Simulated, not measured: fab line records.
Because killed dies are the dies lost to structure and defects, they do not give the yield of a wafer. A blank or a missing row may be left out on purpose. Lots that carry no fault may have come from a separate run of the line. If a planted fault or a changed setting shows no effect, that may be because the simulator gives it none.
Which tool is to blame?	flow gf180mcu	13 lots with 39 wafers sampled at 5 steps, on a route of 602 steps

WHAT EACH GAUGE READ, for each wafer
GF_V3_BOW_MEAS_05. Usual: V3_BOW 119 um, standard deviation 8.7.
lot	measured	on	V3_BOW (um)	flag
L119	day 21 17:00	filmMetro-04	117 125 114	
L120	day 22 08:46	filmMetro-04	99 119 110	
L121	day 22 10:59	filmMetro-01	115 115 115	
L122	day 22 16:51	filmMetro-01	108 109 116	
L123	day 23 03:43	filmMetro-04	120 127 106	
L124	day 23 10:40	filmMetro-01	135 132 130	
L125	day 24 02:46	filmMetro-04	119 111 117	
L126	day 24 12:56	filmMetro-01	127 124 130	
L128	day 25 00:02	filmMetro-01	113 110 110	
L135	day 26 23:42	filmMetro-01	123 119 119	
L136	day 27 07:08	filmMetro-02	114 110 107	
L138	day 27 22:40	filmMetro-01	120 113 122	
L139	day 28 00:58	filmMetro-01	131 144 123	

GF_M4_CD_MEAS_14: target cd 280 nm. Usual: cdNm 279.9 nm, standard deviation 1.
lot	measured	on	cdNm (nm)	flag
L119	day 23 18:02	cdSem-02	278.9 278.5 279.0	
L120	day 24 07:47	cdSem-01	281.6 280.3 280.9	
L121	day 24 09:55	cdSem-01	278.1 278.0 279.6	
L122	day 24 15:38	cdSem-01	279.9 280.6 279.8	
L123	day 25 01:23	cdSem-01	281.7 281.9 280.4	
L124	day 25 07:53	cdSem-02	279.3 279.0 279.0	
L125	day 25 23:58	cdSem-02	281.6 280.6 280.5	
L126	day 26 09:19	cdSem-01	279.3 279.3 279.3	
L128	day 26 20:08	cdSem-02	280.2 279.7 279.8	
L135	day 28 17:14	cdSem-01	279.3 278.8 279.6	
L136	day 28 23:50	cdSem-02	289.7 290.2 288.7	OFF
L138	day 29 14:37	cdSem-01	290.1 290.7 290.0	OFF
L139	day 29 17:04	cdSem-02	279.0 278.9 279.9	

GF_V4_THK_MEAS_03. Usual: V4_CVD_02_THK 847 nm, standard deviation 13.
lot	measured	on	V4_CVD_02_THK (nm)	flag
L119	day 23 19:32	filmMetro-03	854 842 837	
L120	day 24 09:07	filmMetro-04	836 862 846	
L121	day 24 11:01	filmMetro-03	828 845 857	
L122	day 24 16:37	filmMetro-02	851 825 870	
L123	day 25 02:23	filmMetro-02	829 848 816	
L124	day 25 08:52	filmMetro-04	864 837 866	
L125	day 26 00:58	filmMetro-04	851 848 866	
L126	day 26 10:20	filmMetro-03	841 832 846	
L128	day 26 21:09	filmMetro-02	836 838 857	
L135	day 28 18:15	filmMetro-04	843 852 864	
L136	day 29 00:58	filmMetro-02	833 833 858	
L138	day 29 15:37	filmMetro-04	856 832 861	
L139	day 29 18:05	filmMetro-02	847 845 858	

TOOL THAT RAN EACH LOT (tool first, then ch and the chambers of the sampled wafers, then the start)
lot	GF_V3_CVD_02	GF_M4_SOFTBAKE_10
L119	pecvd-02 ch 0,1,2, day 21 16:33	lithoTrack-03 ch 0, day 23 05:56
L120	pecvd-01 ch 0,1, day 22 08:19	lithoTrack-04 ch 0, day 23 20:20
L121	pecvd-03 ch 0,2, day 22 10:34	lithoTrack-03 ch 0, day 23 22:49
L122	pecvd-01 ch 0,2, day 22 16:24	lithoTrack-04 ch 0, day 24 04:38
L123	pecvd-02 ch 0,1,2, day 23 03:17	lithoTrack-04 ch 0, day 24 15:07
L124	pecvd-01 ch 0,1, day 23 10:11	lithoTrack-03 ch 0, day 24 21:07
L125	pecvd-02 ch 0,1, day 24 02:20	lithoTrack-04 ch 0, day 25 13:16
L126	pecvd-03 ch 0,1,2, day 24 12:30	lithoTrack-03 ch 0, day 25 22:55
L128	pecvd-02 ch 0,1, day 24 23:37	lithoTrack-03 ch 0, day 26 09:25
L135	pecvd-03 ch 0,1, day 26 23:15	lithoTrack-03 ch 0, day 28 07:02
L136	pecvd-01 ch 0, day 27 06:38	lithoTrack-03 ch 0, day 28 14:23
L138	pecvd-03 ch 0,1,2, day 27 22:14	lithoTrack-03 ch 0, day 29 05:25
L139	pecvd-02 ch 0,1, day 28 00:32	lithoTrack-01 ch 0, day 29 07:44
- GF_V3_CVD_02: deposits SiO2 from TEOS, target thk 850 nm, time 94.851 s.
- GF_M4_SOFTBAKE_10: time 60 s.

AS READ BY THE TOOLS THEMSELVES (means over the sampled wafers that have a number; for cases with no such wafer, the mark the record gives instead)
GF_V3_CVD_02. Usual: heaterPowerOuterW 394 W, standard deviation 86; heaterPowerW 680 W, standard deviation 120; susceptorTempC 400.01 C, standard deviation 0.19.
lot	tool	heaterPowerOuterW (W)	heaterPowerW (W)	susceptorTempC (C)	flag
L119	pecvd-02	375	691	399.93	
L120	pecvd-01	356	628	399.92	
L121	pecvd-03	432	699	400.02	
L122	pecvd-01	439	708	399.92	
L123	pecvd-02	365	685	399.88	
L124	pecvd-01	383	654	400.17	
L125	pecvd-02	496	866	400.17	
L126	pecvd-03	417	679	400.03	
L128	pecvd-02	339	654	399.90	
L135	pecvd-03	402	679	400.00	
L136	pecvd-01	367	634	399.81	
L138	pecvd-03	354	610	400.04	
L139	pecvd-02	353	669	400.08	

GF_M4_SOFTBAKE_10. Usual: heaterPowerTotalW 93.05 W, standard deviation 0.061; plateTempC 129.99 C, standard deviation 0.14.
lot	tool	heaterPowerTotalW (W)	plateTempC (C)	flag
L119	lithoTrack-03	93.06	129.95	
L120	lithoTrack-04	93.02	129.99	
L121	lithoTrack-03	93.10	129.88	
L122	lithoTrack-04	93.05	130.07	
L123	lithoTrack-04	92.99	129.94	
L124	lithoTrack-03	93.05	130.14	
L125	lithoTrack-04	93.11	130.02	
L126	lithoTrack-03	93.05	129.89	
L128	lithoTrack-03	93.07	129.94	
L135	lithoTrack-03	93.04	130.03	
L136	lithoTrack-03	88.97	125.57	OFF
L138	lithoTrack-03	89.03	125.82	OFF
L139	lithoTrack-01	93.04	129.96	

THE ANSWER, worked out from the rows above alone
Rule: take the mean of a lot's wafers that have a number; if it is more than 3 standard deviations from the usual mean, the lot is off. A lot without any number at a reading at which 4 lots or more have one is off too. Any other lot the step has rows for is counted as sound. After the gauges, taken in route order, come the tools' own readings; for these a lot's mean is taken, as printed above. At the first step where some lot is off, the reading lying furthest off is the one used; lots without a number count as furthest.
Off: L136, L138, at GF_M4_CD_MEAS_14 (cdNm).
A tool fits if, at a process step before that reading, it ran every lot that is off, and no sound lot after the first of them. The gauges at GF_M4_CD_MEAS_14 aren't tried: what is off there is off at GF_M4_SOFTBAKE_10 too, on other tools, and a gauge's error can't cause that. One fits: GF_M4_SOFTBAKE_10 on lithoTrack-03. Its last sound lot is L135 (day 28 07:02), its first lot that is off L136 (day 28 14:23): a fault that began between those two fits.
The tool's own readings at GF_M4_SOFTBAKE_10 bear it out: on the lots that are off they differ by more than 5 times the standard deviation of the sound lots' means. heaterPowerTotalW reads 89.00 W there against 93.05 W on the sound lots; plateTempC reads 125.69 C there against 129.98 C on the sound lots.

WHAT THE SIMULATOR HAD PUT IN
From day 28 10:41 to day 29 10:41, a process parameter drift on lithoTrack-03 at GF_M4_SOFTBAKE_10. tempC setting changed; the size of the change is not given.
Shown lots that were struck: L136, L138. The same result came from the rule above.
